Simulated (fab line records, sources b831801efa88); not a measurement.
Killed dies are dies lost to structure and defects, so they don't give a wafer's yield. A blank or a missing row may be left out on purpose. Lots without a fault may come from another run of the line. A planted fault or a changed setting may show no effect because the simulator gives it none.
Chamber matching | flow gf180mcu | GF_V2_CVD_02 on pecvd-01: 3 sister chambers
The step deposits SiO2 from TEOS, target thk 850 nm, time 94.851 s. 14 wafers are shown with their chamber, then 7 later ones without.

WAFERS WITH THEIR CHAMBER
wafer  | chamber | heater_power_w (W)
L705.1 | 0       | 925
L705.5 | 2       | 634
L705.6 | 1       | 681
L706.2 | 1       | 616
L706.5 | 1       | 652
L706.6 | 0       | 852
L708.2 | 2       | 654
L708.4 | 0       | 742
L708.5 | 1       | 550
L709.4 | 1       | 554
L709.5 | 2       | 737
L709.6 | 0       | 739
L712.3 | 0       | 824
L712.4 | 0       | 880

SIGNATURES (means of the wafers above)
reading        | chamber 0 | chamber 1 | chamber 2 | scatter within a chamber
heater_power_w | 827.00    | 610.60    | 675.00    | 65.8
Rule: a wafer's distance from a chamber is the root of the sum, over the readings, of the square of ((its reading less the chamber's mean) divided by the reading's scatter). The wafer belongs to the nearest chamber; if the next one is less than 2 further off, it can't be placed. The scatter: the root of (the sum of the squares of (reading less its chamber's mean) over the shown wafers, divided by (wafers less chambers)).

WAFERS WITHOUT THEIR CHAMBER
wafer  | heater_power_w (W)
L712.5 | 625
L713.1 | 749
L713.3 | 579
L713.4 | 835
L716.1 | 631
L716.4 | 929
L716.6 | 631

WHICH CHAMBER EACH WENT THROUGH
wafer  | from the rows above          | in truth
L712.5 | can't be placed: 1 or 2      | 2
L713.1 | can't be placed: 2 or 0 or 1 | 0
L713.3 | can't be placed: 1 or 2      | 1
L713.4 | 0                            | 0
L716.1 | can't be placed: 1 or 2      | 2
L716.4 | 0                            | 0
L716.6 | can't be placed: 1 or 2      | 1
Placed correctly: 2 of 7. Can't be placed from these rows: 5 (the true chamber is among the candidates in 5). Placed wrongly: 0.
